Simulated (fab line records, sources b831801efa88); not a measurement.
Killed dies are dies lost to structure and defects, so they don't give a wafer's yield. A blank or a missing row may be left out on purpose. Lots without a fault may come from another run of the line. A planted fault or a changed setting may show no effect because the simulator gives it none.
Which tool did it? | flow gf180mcu | 13 lots, 39 wafers sampled, at 5 steps of a route of 602

WHAT THE GAUGES READ, wafer by wafer
GF_V1_RS_MEAS_24: measures by four-point-probe.
lot  | measured     | on            | V1_W_RS (ohm/sq)
L267 | day 18 02:44 | film_metro-04 | 0.327 0.325 0.326
L268 | day 18 18:59 | film_metro-03 | 0.326 0.323 0.327
L271 | day 19 19:16 | film_metro-03 | 0.330 0.328 0.326
L273 | day 20 07:39 | film_metro-03 | 0.326 0.324 0.329
L275 | day 21 08:22 | film_metro-04 | 0.324 0.323 0.330
L281 | day 23 06:43 | film_metro-03 | 0.326 0.324 0.328
L282 | day 23 16:28 | film_metro-04 | 0.324 0.330 0.326
L283 | day 24 01:22 | film_metro-03 | 0.324 0.333 0.333
L284 | day 24 05:49 | film_metro-02 | 0.332 0.330 0.333
L285 | day 24 13:32 | film_metro-03 | 0.331 0.337 0.332
L286 | day 25 00:25 | film_metro-04 | 0.326 0.327 0.331
L288 | day 25 10:13 | film_metro-02 | 0.335 0.333 0.332
L289 | day 26 01:28 | film_metro-04 | 0.327 0.324 0.322

GF_M2_CD_MEAS_14: target cd 280 nm.
lot  | measured     | on        | cd_nm (nm)
L267 | day 19 04:33 | cd_sem-01 | 277.7 278.6 277.6
L268 | day 19 19:43 | cd_sem-01 | 279.7 279.2 278.9
L271 | day 20 19:47 | cd_sem-02 | 281.9 282.4 282.5
L273 | day 21 08:31 | cd_sem-01 | 279.9 280.0 279.3
L275 | day 22 08:35 | cd_sem-01 | 277.6 278.7 278.7
L281 | day 24 05:32 | cd_sem-02 | 278.4 278.7 278.6
L282 | day 24 15:32 | cd_sem-02 | 280.6 280.7 280.5
L283 | day 24 23:43 | cd_sem-01 | 279.3 279.6 280.1
L284 | day 25 14:01 | cd_sem-02 | 282.0 281.0 281.7
L285 | day 25 11:15 | cd_sem-02 | 282.0 280.6 282.0
L286 | day 25 21:55 | cd_sem-02 | 279.9 280.5 281.1
L288 | day 26 07:17 | cd_sem-02 | 280.4 281.2 280.2
L289 | day 26 23:14 | cd_sem-01 | 281.6 281.5 282.2

GF_V2_THK_MEAS_01.
lot  | measured     | on            | V2_CVD_00_THK (nm)
L267 | day 19 05:30 | film_metro-01 | 614 616 609
L268 | day 19 20:37 | film_metro-01 | 589 589 592
L271 | day 20 20:41 | film_metro-03 | 469 471 468
L273 | day 21 09:25 | film_metro-03 | 470 478 476
L275 | day 22 09:33 | film_metro-03 | 598 593 602
L281 | day 24 06:26 | film_metro-01 | 596 599 602
L282 | day 24 16:28 | film_metro-03 | 596 597 608
L283 | day 25 00:37 | film_metro-04 | 598 600 596
L284 | day 25 15:02 | film_metro-04 | 605 609 616
L285 | day 25 12:07 | film_metro-01 | 601 595 604
L286 | day 25 22:59 | film_metro-03 | 599 618 607
L288 | day 26 08:08 | film_metro-03 | 588 591 593
L289 | day 27 00:08 | film_metro-03 | 604 610 611

GF_V2_THK_MEAS_03.
lot  | measured     | on            | V2_CVD_02_THK (nm)
L267 | day 19 05:38 | film_metro-01 | 847 855 870
L268 | day 19 20:47 | film_metro-01 | 837 847 846
L271 | day 20 20:49 | film_metro-01 | 823 840 857
L273 | day 21 09:33 | film_metro-03 | 844 851 844
L275 | day 22 09:41 | film_metro-03 | 843 829 847
L281 | day 24 06:34 | film_metro-04 | 850 848 862
L282 | day 24 16:35 | film_metro-01 | 837 859 870
L283 | day 25 00:44 | film_metro-04 | 864 828 839
L284 | day 25 15:10 | film_metro-04 | 853 836 867
L285 | day 25 12:14 | film_metro-03 | 840 852 864
L286 | day 25 23:06 | film_metro-03 | 854 841 852
L288 | day 26 08:16 | film_metro-01 | 858 855 853
L289 | day 27 00:16 | film_metro-03 | 849 845 872

WHICH TOOL RAN EACH LOT (tool, then ch and the chambers of the sampled wafers, then the start)
lot  | GF_V2_CVD_00
L267 | hdpcvd-01 ch 0,1,2, day 19 05:26
L268 | hdpcvd-02 ch 1,2, day 19 20:32
L271 | hdpcvd-02 ch 1,2, day 20 20:37
L273 | hdpcvd-02 ch 1,2, day 21 09:20
L275 | hdpcvd-01 ch 0,1,2, day 22 09:29
L281 | hdpcvd-02 ch 0,1,2, day 24 06:22
L282 | hdpcvd-02 ch 1,2, day 24 16:21
L283 | hdpcvd-02 ch 0,2, day 25 00:32
L284 | hdpcvd-01 ch 0,1,2, day 25 14:58
L285 | hdpcvd-02 ch 0,1,2, day 25 12:03
L286 | hdpcvd-01 ch 1,2, day 25 22:54
L288 | hdpcvd-02 ch 0,1,2, day 26 08:05
L289 | hdpcvd-01 ch 0,1,2, day 27 00:04
- GF_V2_CVD_00: deposits SiO2, target thk 600 nm, time 100 s.

WHAT THE TOOLS THEMSELVES READ (means of the sampled wafers that have a number; where no wafer has one, the mark that the record gives instead)
GF_V2_CVD_00.
lot  | tool      | sih4_flow_sccm (sccm)
L267 | hdpcvd-01 | 59.95
L268 | hdpcvd-02 | 60.01
L271 | hdpcvd-02 | 48.26
L273 | hdpcvd-02 | 48.10
L275 | hdpcvd-01 | 59.87
L281 | hdpcvd-02 | 59.81
L282 | hdpcvd-02 | 59.86
L283 | hdpcvd-02 | 59.94
L284 | hdpcvd-01 | 59.94
L285 | hdpcvd-02 | 59.92
L286 | hdpcvd-01 | 60.06
L288 | hdpcvd-02 | 59.95
L289 | hdpcvd-01 | 60.09

THE ANSWER, worked out from the rows above alone
Rule: what is usual is taken from the lots themselves. Put in order of their means at a reading, lots are off if they are a third of the lots or fewer, leave a main group of 4 or more, and stand apart from it by a gap of 3 or more times the standard deviation of the main group's means; of several such gaps the widest counts. A main group whose means are all the same, to the digits that the tables above print for the reading, isn't used. A lot without any number at a reading at which 4 lots or more have one is off too. The other lots that the step has rows for count as sound. The gauges are gone through in route order, then the tools' own readings, and for those a lot's mean is taken as printed above. The first step at which some lot is off is used, and at that step the reading that is off furthest; a lot without a number counts as furthest.
Off: L271, L273, at GF_V2_THK_MEAS_01 (V2_CVD_00_THK). The main group: mean 601 nm, standard deviation 7.3.
A tool fits if, at a process step before that reading, it ran every lot that is off, and no sound lot after the first of them. The gauges at GF_V2_THK_MEAS_01 aren't tried: what is off there is off at GF_V2_CVD_00 too, on other tools, and a gauge's error can't cause that. None of those tried fits.

WHAT THE SIMULATOR HAD PUT IN
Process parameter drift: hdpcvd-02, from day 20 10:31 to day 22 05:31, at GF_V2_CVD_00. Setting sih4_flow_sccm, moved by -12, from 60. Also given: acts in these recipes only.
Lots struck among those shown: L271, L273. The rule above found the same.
